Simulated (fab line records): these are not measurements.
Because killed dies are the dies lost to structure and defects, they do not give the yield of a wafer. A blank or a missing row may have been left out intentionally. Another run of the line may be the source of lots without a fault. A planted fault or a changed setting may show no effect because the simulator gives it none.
Matching of chambers + flow sky130 + SKY_LI_CONTACT_CMP_02 on cmp-01 has 4 sister chambers
The step polishes PSG. 4 wafers are shown with their chamber, then 9 later ones without.

## EACH WAFER AND ITS CHAMBER
| wafer  | chamber | motorCurrentA (A) |
|--------|---------|-------------------|
| L866.3 | 1       | 10.5              |
| L883.1 | 2       | 9.6               |
| L883.3 | 3       | 11.0              |
| L883.5 | 0       | 13.6              |

## WAFERS WITH NO CHAMBER GIVEN
| wafer  | motorCurrentA (A) |
|--------|-------------------|
| L884.3 | 9.9               |
| L884.5 | 9.8               |
| L884.6 | 10.0              |
| L885.1 | 10.0              |
| L885.2 | 13.1              |
| L885.3 | 10.0              |
| L888.1 | 10.8              |
| L888.2 | 10.8              |
| L888.4 | 9.9               |

## EACH ONE'S CHAMBER
| wafer  | from the rows above          | in truth |
|--------|------------------------------|----------|
| L884.3 | can't be placed: 2 or 1      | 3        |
| L884.5 | can't be placed: 2 or 1      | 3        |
| L884.6 | can't be placed: 2 or 1 or 3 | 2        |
| L885.1 | can't be placed: 2 or 1 or 3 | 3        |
| L885.2 | 0                            | 0        |
| L885.3 | can't be placed: 2 or 1 or 3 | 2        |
| L888.1 | can't be placed: 3 or 1      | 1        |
| L888.2 | can't be placed: 3 or 1      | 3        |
| L888.4 | can't be placed: 2 or 1      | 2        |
Correct placement for 1 of the 9. Unplaceable from these rows: 8, with the true chamber sitting among the candidates in 6. Wrongly placed: 0.
How it was worked out, from the rows above alone: a wafer's distance from a chamber is the root of the sum, over the readings, of the square of ((its reading less the chamber's mean) divided by the reading's scatter). If the next closest chamber is less than 2 further off than the closest, the wafer can't be placed; otherwise it belongs to the closest. A chamber's mean is the mean of its shown wafers. The scatter (one wafer shown for each chamber): square how far every hidden wafer sits from the nearest shown wafer, average those squares and take the square root.
